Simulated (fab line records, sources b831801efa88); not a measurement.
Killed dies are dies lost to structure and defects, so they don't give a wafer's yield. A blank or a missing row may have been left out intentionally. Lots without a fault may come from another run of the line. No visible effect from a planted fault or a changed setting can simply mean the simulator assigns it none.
One fault through the eyes of 2 desks -- flow gf180mcu -- only its own numbers are on each desk; what lay behind them is given at the end

THE METROLOGY DESK
Lot by lot, what the gauges showed, no matter which tool ran the lot: averages of those sampled wafers that carry a number. Marked OUT: a lot whose mean sits more than 4 standard deviations from the usual mean, which makes it out of limits; the brackets give that distance.
Columns: A = CONTACT_W_THK at GF_CONTACT_THK_MEAS_26, usual 293 nm; B = M1_ALCU_THK at GF_M1_THK_MEAS_06, usual 449 nm; C = V1_BOW at GF_V1_BOW_MEAS_05, usual 84 um
lot,first seen here,A,B,C
L724,day 16 04:32,290,452,80
L725,day 16 10:17,292,453,76
L726,day 16 23:02,294,445,94
L727,day 17 07:31,288,448,82
L728,day 17 16:01,293,447,86
L729,day 18 04:31,296,457,82
L730,day 18 10:49,294,450,82
L731,day 19 04:24,285,445,82
L739,day 21 15:13,293,423 (-4.4) OUT,88
L740,day 22 01:40,286,432,90
L743,day 22 23:19,285,455,90
L744,day 23 10:49,288,455,78
Finding of this desk: L739 out of limits, first seen on L739 at day 21 15:55 (M1_ALCU_THK at GF_M1_THK_MEAS_06). L724, L725, L726, L727, L728, L729, L730, L731, L740, L743, L744: within limits.

TOOL OWNER'S DESK, pvdSputter-02
At GF_M1_SPUTTER_04 (material TiN, target thk 50 nm, time 41.7 s) the tool's own readings: per lot run on this tool, the mean of the sampled wafers that have a number. Marked OUT: a lot whose mean sits more than 4 standard deviations from the usual mean, which makes it out of limits; the brackets give that distance.
Columns: A = cathodeDcPowerW at GF_M1_SPUTTER_04, usual 6500.0 W; B = chamberPressurePa at GF_M1_SPUTTER_04, usual 0.3999 Pa; C = throttleValvePct at GF_M1_SPUTTER_04, usual 29.8 %
lot,first seen here,A,B,C
L730,day 18 11:21,6502.0,0.4000,29.5
L731,day 19 04:56,6500.5,0.4003,29.5
L739,day 21 15:44,6499.6,0.3991,29.6
L740,day 22 02:13,6500.1,0.3999,28.9
Finding of this desk: none of the 4 lots has anything out of limits.

TAKEN TOGETHER
At day 21 15:55 the metrology desk could have sounded an alarm, on L739.
The tool owner's desk saw nothing out of limits.
The tool owner's desk has L739 on record, within its limits.
All the named lots went through GF_M1_SPUTTER_04 on pvdSputter-02.

WHAT THE SIMULATOR PUT IN
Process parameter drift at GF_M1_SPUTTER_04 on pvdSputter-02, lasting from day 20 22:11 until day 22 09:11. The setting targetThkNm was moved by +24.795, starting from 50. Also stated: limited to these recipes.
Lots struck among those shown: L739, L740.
Time in hours between the start of the fault and the first out-of-limits reading at each desk: metrology desk, 18.
